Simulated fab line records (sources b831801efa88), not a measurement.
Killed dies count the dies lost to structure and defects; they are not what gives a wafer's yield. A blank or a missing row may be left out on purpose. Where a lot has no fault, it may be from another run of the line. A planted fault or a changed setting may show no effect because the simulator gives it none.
fab line records	flow sky130
record lots=12	wafers=30	last-day=50
route steps=708 shown FIELD_ISO@17 NWELL@67 VT_ADJUST_NCORE@129 PAD_OPEN@708
lots with no fault: from the same line, run without faults
start-h: the number of hours between the record's first day and the start of the first shown wafer of the lot	wait-h: hours from the lot's prior step to this one	" the same as in the row above	L1.1+2: several wafers, shown together as one row	- either no value or no given start	* or withheld: withheld	< > ~ a bound
route shown NAME@n: a module of which the file shows steps, and the number in the route of the first	usual: the fault-free wafers' mean and standard deviation	same: alike in all rows	chamber/n: place in a boat	sites: per-site readings	_std_site: the values' standard deviation	_edge_site: outer sites' mean less inner sites'	radius-mm: for every site, how far away it sits from the centre of the wafer	mask NAME#n: copy n	behind: the last tool/chamber to shape the wafer	hold: the reason the lot was held/the length of the hold in hours/how it ended	device: names the non-switching transistor (n, p or np)	end of line: tests of these same wafers at the route's end	for a step that has no rows: nothing shown but its recipe	killed: dies lost to structure and defects at the first sort, not the wafer's yield	map: the dies of a wafer, with x for killed, . for not killed, _ for no die there
set.NAME: setting as actually run; set.NAME@STEP: the setting as run at that earlier step	model.NAME: the simulator's own value behind a step, which no gauge read
steps of the route over a sample of lots; a table a step, a row a wafer
services: a tool's chamber out of use, with start hour (start-h, from the record's first day; less than 0 if before it), hours out, and reason
## steps
# step SKY_FIELD_ISO_STRIP_16
# recipe chemistry=O2/N2	power-w=1400	pressure-mtorr=1500	platen-temp-c=withheld	o2-flow-sccm=3000	n2-flow-sccm=300	overash-fraction=0.5
# usual drypump-motor-current-A=5.3/0.31	oes-product-au=0.377/0.0048	strip-time-to-endpoint-s=3.52/0.038
lot.wafer	tool	chamber	start-h	wait-h	drypump-motor-current-A	oes-product-au	rf-hours-counter-h	strip-time-to-endpoint-s
L680.1	plasma-asher-01	1	28.59	0.0	5.5	0.382	36	3.47
L680.2	"	0	"	"	5.1	0.379	36	3.54
L680.5	"	1	"	"	5.5	0.377	-	3.49
L681.2	plasma-asher-03	0	34.88	0.0	5.3	0.376	35	3.46
L681.3	"	1	"	"	4.8	0.374	-	3.50
L681.5	"	1	"	"	4.8	0.381	-	3.48
L682.3	plasma-asher-03	0	39.86	0.1	5.3	0.385	-	3.53
L682.5	"	0	"	"	5.3	0.375	-	3.51
L682.6	"	1	"	"	4.8	0.376	-	3.54
L684.1	plasma-asher-03	0	51.85	0.0	5.3	0.376	38	3.52
L684.2	"	1	"	"	4.8	0.382	38	3.48
L684.5	"	0	"	"	5.3	0.379	-	3.52
L685.2	plasma-asher-02	1	55.03	0.0	5.8	0.367	24	3.51
L685.5	"	1	"	"	5.8	0.379	-	3.51
L685.6	"	0	"	"	5.7	0.376	-	3.55
L686.1	plasma-asher-01	1	59.79	0.0	5.4	0.376	37	3.52
L686.2	"	0	"	"	5.1	0.375	37	3.53
L686.3	"	1	"	"	5.4	0.380	-	3.59
L688.5	plasma-asher-01	1	70.07	0.1	5.4	0.383	-	3.55
L689.2	plasma-asher-01	1	75.60	0.0	5.5	0.378	39	3.54
L692.5	plasma-asher-03	0	92.99	0.1	5.2	0.373	-	3.51
L696.1	plasma-asher-02	1	116.75	0.0	5.8	0.383	31	3.51
L696.3	"	1	"	"	5.8	0.380	-	3.50
L696.4	"	0	"	"	5.7	0.377	-	3.52
L700.2	plasma-asher-03	0	134.03	0.0	5.3	0.371	1	3.44
L700.4	"	0	"	"	5.3	0.380	-	3.50
L700.6	"	0	"	"	5.3	0.373	-	3.44
L702.1	plasma-asher-01	0	146.50	0.0	5.1	0.374	46	3.49
L702.2	"	1	"	"	5.4	0.365	46	3.48
L702.4	"	1	"	"	5.4	0.381	-	3.51
# step SKY_FIELD_ISO_CVD_24
# recipe material=SiO2	target-thk-nm=595	temp-c=650	sigma-open-frac=0.3	time-s=99.2	sih4-flow-sccm=60	pressure-mtorr=6
# usual sih4-flow-sccm=60.04/0.18
lot.wafer	tool	chamber	start-h	wait-h	sih4-flow-sccm
L680.1	hdpcvd-01	1	31.84	0.1	59.94
L680.2	"	0	"	"	60.22
L680.5	"	0	"	"	60.24
L681.2	hdpcvd-01	2	37.87	0.0	59.75
L681.3	"	0	"	"	59.65
L681.5	"	0	"	"	60.11
L682.3	hdpcvd-01	2	41.53	0.0	59.72
L682.5	"	1	"	"	59.79
L682.6	"	0	"	"	59.82
L684.1	hdpcvd-02	2	53.96	0.1	60.15
L684.2	"	0	"	"	60.36
L684.5	"	0	"	"	60.18
L685.2	hdpcvd-01	1	57.24	0.0	60.07
L685.5	"	1	"	"	60.09
L685.6	"	2	"	"	60.14
L686.1	hdpcvd-01	2	62.80	0.1	60.21
L686.2	"	1	"	"	59.94
L686.3	"	0	"	"	59.91
L688.5	hdpcvd-01	0	71.72	0.0	59.91
L689.2	hdpcvd-01	0	78.04	0.2	60.07
L692.5	hdpcvd-01	1	99.11	0.0	60.23
L696.1	hdpcvd-02	1	118.43	0.1	59.94
L696.3	"	0	"	"	60.22
L696.4	"	2	"	"	59.53
L700.2	hdpcvd-02	1	136.48	0.0	59.81
L700.4	"	0	"	"	60.15
L700.6	"	1	"	"	59.97
L702.1	hdpcvd-02	1	150.98	0.1	59.94
L702.2	"	2	"	"	60.23
L702.4	"	2	"	"	60.11
# step SKY_FIELD_ISO_THK_MEAS_25
# recipe reads=SiO2_of_FIELD_ISO_CVD_24
# usual FIELD_ISO_CVD_24_THK=596/6.8
lot.wafer	tool	chamber	start-h	wait-h	hold	FIELD_ISO_CVD_24_THK[nm]
L680.1	film-metro-04	-	31.94	0.1	-	587
L680.2	"	-	"	"	-	585
L680.5	"	-	"	"	-	584
L681.2	film-metro-04	-	37.95	0.0	-	587
L681.3	"	-	"	"	-	593
L681.5	"	-	"	"	-	589
L682.3	film-metro-04	-	41.62	0.1	-	596
L682.5	"	-	"	"	-	595
L682.6	"	-	"	"	-	592
L684.1	film-metro-03	-	54.03	0.0	-	595
L684.2	"	-	"	"	-	604
L684.5	"	-	"	"	-	603
L685.2	film-metro-01	-	57.33	0.0	-	592
L685.5	"	-	"	"	-	599
L685.6	"	-	"	"	-	603
L686.1	film-metro-03	-	62.87	0.0	-	606
L686.2	"	-	"	"	-	601
L686.3	"	-	"	"	-	602
L688.5	film-metro-01	-	71.79	0.0	await-dispo/0.2h/release	914
L688.5	film-metro-01	-	72.02	0.2	-	915
L689.2	film-metro-01	-	78.12	0.0	await-dispo/0.2h/release	911
L689.2	film-metro-01	-	78.35	0.2	-	912
L692.5	film-metro-01	-	99.18	0.0	await-dispo/0.2h/release	905
L692.5	film-metro-01	-	99.49	0.3	-	905
L696.1	film-metro-01	-	118.50	0.0	-	597
L696.3	"	-	"	"	-	599
L696.4	"	-	"	"	-	608
L700.2	film-metro-01	-	136.56	0.0	-	603
L700.4	"	-	"	"	-	600
L700.6	"	-	"	"	-	600
L702.1	film-metro-04	-	151.05	0.0	-	598
L702.2	"	-	"	"	-	605
L702.4	"	-	"	"	-	609
# step SKY_FIELD_ISO_CMP_27
# recipe stop-on=Si3N4	t-overpolish-s=16	down-force-psi=4	platen-rpm=60	target-thk-nm=457.8	pad-velocity-m-s=0.94248
# usual motor-current-A=12.1/0.77	time-to-endpoint-s=115/3.3
lot.wafer	tool	chamber	start-h	wait-h	motor-current-A	time-to-endpoint-s
L680.2	cmp-01	0	34.72	0.2	12.4	113
L680.1	"	1	"	"	12.1	108
L680.5	"	3	"	"	12.0	116
L681.2	cmp-01	0	40.58	0.3	12.3	114
L681.3	"	3	"	"	11.7	116
L681.5	"	0	"	"	11.9	122
L682.3	cmp-01	0	43.21	0.1	11.7	114
L682.5	"	3	"	"	12.1	116
L682.6	"	0	"	"	12.3	114
L684.1	cmp-02	0	56.01	0.0	12.0	113
L684.2	"	3	"	"	10.9	120
L684.5	"	1	"	"	13.4	114
L685.2	cmp-02	3	59.03	0.1	11.4	119
L685.6	"	0	"	"	12.4	116
L685.5	"	1	"	"	14.0	112
L686.3	cmp-01	0	64.43	0.0	12.2	113
L686.2	"	1	"	"	12.5	114
L686.1	"	3	"	"	11.8	118
L688.5	cmp-01	3	82.33	0.7	11.9	173
L689.2	cmp-01	3	83.74	0.1	12.5	178
L692.5	cmp-02	3	108.39	0.3	10.8	178
L696.3	cmp-02	3	121.13	0.0	11.3	120
L696.1	"	0	"	"	12.3	115
L696.4	"	1	"	"	13.8	116
L700.4	cmp-01	1	138.11	0.0	12.2	114
L700.2	"	3	"	"	11.6	118
L700.6	"	1	"	"	11.5	109
L702.2	cmp-02	2	155.16	0.0	11.6	121
L702.1	"	3	"	"	10.6	120
L702.4	"	1	"	"	14.1	117
# step SKY_NWELL_STRIP_14
# recipe chemistry=O2/N2	power-w=1400	pressure-mtorr=1500	platen-temp-c=withheld	o2-flow-sccm=3000	n2-flow-sccm=300	overash-fraction=0.5
# usual drypump-motor-current-A=5.7/0.34	oes-product-au=0.722/0.0046	strip-time-to-endpoint-s=36.88/0.11
lot.wafer	tool	chamber	start-h	wait-h	drypump-motor-current-A	oes-product-au	rf-hours-counter-h	strip-time-to-endpoint-s
L680.1	plasma-asher-02	0	89.01	0.1	5.7	0.716	28	36.81
L680.2	"	1	"	"	5.8	0.720	28	36.80
L680.5	"	1	"	"	5.8	0.721	-	36.86
L681.2	plasma-asher-02	0	93.17	0.1	5.7	0.719	28	36.95
L681.3	"	1	"	"	5.8	0.729	-	37.01
L681.5	"	1	"	"	5.8	0.729	-	37.04
L682.3	plasma-asher-01	0	97.09	0.1	5.1	0.725	-	36.93
L682.5	"	0	"	"	5.1	0.723	-	37.09
L682.6	"	1	"	"	5.5	0.718	-	37.07
L684.1	plasma-asher-02	1	110.61	0.1	5.8	0.722	30	36.97
L684.2	"	0	"	"	5.7	0.728	30	36.91
L684.5	"	1	"	"	5.8	0.727	-	37.01
L685.2	plasma-asher-02	1	113.21	0.1	5.8	0.721	30	36.94
L685.5	"	1	"	"	5.8	0.722	-	36.96
L685.6	"	0	"	"	5.7	0.718	-	36.93
L686.1	plasma-asher-02	1	120.12	0.1	5.8	0.725	31	36.67
L686.2	"	0	"	"	5.7	0.726	31	36.85
L686.3	"	1	"	"	5.8	0.722	-	36.76
L688.5	plasma-asher-04	1	129.32	0.1	6.2	0.722	-	36.92
L689.2	plasma-asher-02	1	137.61	0.1	5.8	0.728	32	36.91
L692.5	plasma-asher-04	0	162.91	0.1	5.9	0.714	-	36.99
L696.1	plasma-asher-04	0	185.09	0.1	5.9	0.722	50	36.87
L696.3	"	0	"	"	5.8	0.728	-	36.86
L696.4	"	1	"	"	6.3	0.725	-	36.86
L700.2	plasma-asher-02	1	204.14	0.1	5.8	0.718	37	36.80
L700.4	"	1	"	"	5.8	0.723	-	36.79
L700.6	"	1	"	"	5.8	0.712	-	36.91
L702.1	plasma-asher-04	0	224.84	0.1	5.8	0.728	54	36.91
L702.2	"	1	"	"	6.3	0.720	54	36.92
L702.4	"	1	"	"	6.2	0.717	-	36.82
# step SKY_VT_ADJUST_NCORE_STRIP_10
# recipe chemistry=O2/N2	power-w=1400	pressure-mtorr=1500	platen-temp-c=withheld	o2-flow-sccm=3000	n2-flow-sccm=300	overash-fraction=0.5
# usual drypump-motor-current-A=5.7/0.39	oes-product-au=0.716/0.0045	strip-time-to-endpoint-s=14.18/0.039
lot.wafer	tool	chamber	start-h	wait-h	drypump-motor-current-A	oes-product-au	rf-hours-counter-h	strip-time-to-endpoint-s
L680.1	plasma-asher-04	0	183.96	0.1	5.8	0.716	50	14.17
L680.2	"	1	"	"	6.2	0.724	50	14.16
L680.5	"	0	"	"	5.9	0.716	-	14.13
L681.2	plasma-asher-04	1	189.86	0.1	6.3	0.721	50	14.20
L681.3	"	1	"	"	6.2	0.714	-	14.19
L681.5	"	0	"	"	5.9	0.711	-	14.24
L682.3	plasma-asher-04	1	193.71	0.1	6.2	0.724	-	14.18
L682.5	"	0	"	"	5.8	0.718	-	14.20
L682.6	"	1	"	"	6.2	0.713	-	14.16
L684.1	plasma-asher-02	0	210.13	0.1	5.7	0.712	38	14.05
L684.2	"	1	"	"	5.8	0.713	38	14.17
L684.5	"	0	"	"	5.7	0.728	-	14.12
L685.2	plasma-asher-04	1	214.43	0.1	6.2	0.719	53	14.14
L685.5	"	1	"	"	6.2	0.717	-	14.14
L685.6	"	0	"	"	5.8	0.719	-	14.12
L686.1	plasma-asher-03	0	222.53	0.1	5.3	0.719	10	14.17
L686.2	"	1	"	"	4.8	0.710	10	14.16
L686.3	"	1	"	"	4.8	0.718	-	14.20
L688.5	plasma-asher-02	0	232.34	0.1	5.7	0.724	-	14.13
L689.2	plasma-asher-02	1	244.12	0.1	5.8	0.714	41	14.19
L692.5	plasma-asher-03	0	276.01	0.1	5.3	0.721	-	14.22
L696.1	plasma-asher-02	0	303.52	0.1	5.7	0.714	47	14.16
L696.3	"	1	"	"	5.8	0.714	-	14.15
L696.4	"	0	"	"	5.7	0.712	-	14.15
L700.2	plasma-asher-04	1	326.06	0.1	6.3	0.718	65	14.18
L700.4	"	0	"	"	5.9	0.714	-	14.19
L700.6	"	0	"	"	5.9	0.722	-	14.20
L702.1	plasma-asher-04	1	350.91	0.1	6.2	0.717	67	14.22
L702.2	"	0	"	"	5.8	0.718	67	14.23
L702.4	"	1	"	"	6.3	0.720	-	14.20
# step SKY_PAD_OPEN_PROBE_99
# usual killed_at_M0_to_M3=44/6.5	killed_at_M4_up=3.3/1.7	killed-at-contacts=25/5.3	killed-at-front-end=15/5	killed-at-other=0.2/0.47	killed-dies=87/9.9	killed-open=47/8	killed-short=39/6.1
# same gross-dies=492	killed-at-back-side=0
lot.wafer	tool	chamber	start-h	wait-h	killed_at_M0_to_M3	killed_at_M4_up	killed-at-contacts	killed-at-front-end	killed-at-other	killed-dies	killed-open	killed-short
L689.2	prober-02	-	1128.45	0.1	37	5	25	17	1	85	37	48
# killed by level:class
L689.2 VIA1:geometric-particle:open=9 LI_CONTACT:geometric-particle:open=8 VIA3:geometric-particle:open=7 CONTACT:geometric-particle:short=6 METAL2:geometric-particle:short=6 POLY_GATE:geometric-particle:short=4 LI_CONTACT:geometric-particle:short=4 CONTACT:geometric-particle:open=4
## services
tool	chamber	start-h	hours	kind
cmp-02	-	7.80	1.4	repair
plasma-asher-04	-	10.04	6.2	repair
hdpcvd-01	2	29.74	7.2	repair
cmp-02	-	32.52	4.1	repair
plasma-asher-01	-	33.33	15.0	repair
plasma-asher-04	-	36.22	3.0	repair
plasma-asher-01	-	48.37	2.8	pm
plasma-asher-01	-	86.17	3.5	repair
plasma-asher-03	-	95.94	0.7	repair
plasma-asher-03	-	108.75	9.0	pm
cmp-01	-	129.46	2.7	repair
plasma-asher-02	-	148.94	16.0	pm
plasma-asher-02	-	171.47	1.2	repair
hdpcvd-01	-	209.66	1.3	repair
cmp-01	-	228.84	0.4	repair
cmp-01	-	232.00	4.0	pm
cmp-01	-	250.90	0.3	repair
hdpcvd-01	-	262.56	6.0	pm
plasma-asher-02	-	277.14	3.4	repair
plasma-asher-03	-	288.54	15.6	pm
plasma-asher-01	-	296.90	3.4	repair
cmp-01	-	299.39	11.3	pm
plasma-asher-02	-	307.31	1.4	repair
cmp-01	-	327.95	9.7	pm
## key
first-sign step=SKY_FIELD_ISO_THK_MEAS_25	reading=visit	direction=added
effect step=SKY_FIELD_ISO_THK_MEAS_25	reading=FIELD_ISO_CVD_24_THK	direction=up	sigmas=46	usual=596	struck=910
effect step=SKY_FIELD_ISO_CMP_27	reading=time-to-endpoint-s	direction=up	sigmas=19	usual=*	struck=*
met-at SKY_FIELD_ISO_CVD_24
struck-lots L688,L689,L692
struck-wafers L688.5,L689.2,L692.5
tester-left-out L688,L689,L692
not-acting-at SKY_FIELD_ISO_STRIP_16,SKY_NWELL_STRIP_14,SKY_VT_ADJUST_NCORE_STRIP_10
onset-between 62.80 71.72
fault kind=process-parameter-drift	tool=hdpcvd-01	chamber=-	onset-h=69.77	steps=SKY_FIELD_ISO_CVD_24	channel=target-thk-nm	offset=320.96	shape=step	end-h=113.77	scope=struck-wafers-only	acts-in=these-recipes-only	stated=595
# tester-left-out: of these lots the tester's yield and bins aren't shown, on N5 and GAA mostly nor the transistor test; their killed dies are dies lost to structure and defects alone, not to doping, threshold or leakage, so they don't give the yield
